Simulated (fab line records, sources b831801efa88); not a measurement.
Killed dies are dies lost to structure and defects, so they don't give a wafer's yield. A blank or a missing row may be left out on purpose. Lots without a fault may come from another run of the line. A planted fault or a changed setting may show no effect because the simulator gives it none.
Which tool did it? | flow sfq_line | 7 lots, 21 wafers sampled, at 3 steps of a route of 325

WHAT THE GAUGES READ, wafer by wafer
SFQ_R5_OVL_MEAS_935.
lot  | measured     | on         | R5_OVL (nm)
L385 | day 53 18:19 | overlay-01 | -4 -3 -7
L388 | day 54 20:51 | overlay-02 | -1 -1 6
L393 | day 57 01:55 | overlay-02 | 3 4 5
L395 | day 62 19:20 | overlay-01 | 10 12 10
L401 | day 64 17:10 | overlay-01 | -8 -4 -9
L403 | day 65 19:35 | overlay-02 | 5 8 11
L406 | day 66 06:22 | overlay-01 | 1 -2 6

WHICH TOOL RAN EACH LOT (tool, then ch and the chambers of the sampled wafers, then the start)
lot  | SFQ_TRILAYER_M2_ETCH_METAL_ETCH_060 | SFQ_TRILAYER_M5_STRIP_STRIP_127
L385 | rie_metal-04 ch 1, day 18 09:44     | rie_metal-01 ch 1, day 46 05:25
L388 | rie_metal-02 ch 0,1, day 19 21:40   | rie_metal-02 ch 0,1, day 48 06:40
L393 | rie_metal-02 ch 0,1, day 21 10:28   | rie_metal-02 ch 0,1, day 56 14:21
L395 | rie_metal-02 ch 0,1, day 21 22:23   | rie_metal-02 ch 0,1, day 57 03:06
L401 | rie_metal-04 ch 0, day 24 00:19     | rie_metal-03 ch 1, day 59 18:02
L403 | rie_metal-03 ch 0,1, day 24 19:31   | rie_metal-01 ch 0, day 61 03:44
L406 | rie_metal-04 ch 0,1, day 25 20:37   | rie_metal-02 ch 0,1, day 61 15:46
- SFQ_TRILAYER_M2_ETCH_METAL_ETCH_060: etches Nb in Cl2/Ar, stops on SiO2, target depth 240 nm, time 120 s.
- SFQ_TRILAYER_M5_STRIP_STRIP_127: strips in O2.

THE ANSWER, worked out from the rows above alone
Rule: what is usual is taken from the lots themselves. Put in order of their means at a reading, lots are off if they are a third of the lots or fewer, leave a main group of 4 or more, and stand apart from it by a gap of 3 or more times the standard deviation of the main group's means; of several such gaps the widest counts. A main group whose means are all the same, to the digits that the tables above print for the reading, isn't used. A lot without any number at a reading at which 4 lots or more have one is off too. The other lots that the step has rows for count as sound.
No lot is off at any reading shown: from this, nothing can be told.

WHAT THE SIMULATOR HAD PUT IN
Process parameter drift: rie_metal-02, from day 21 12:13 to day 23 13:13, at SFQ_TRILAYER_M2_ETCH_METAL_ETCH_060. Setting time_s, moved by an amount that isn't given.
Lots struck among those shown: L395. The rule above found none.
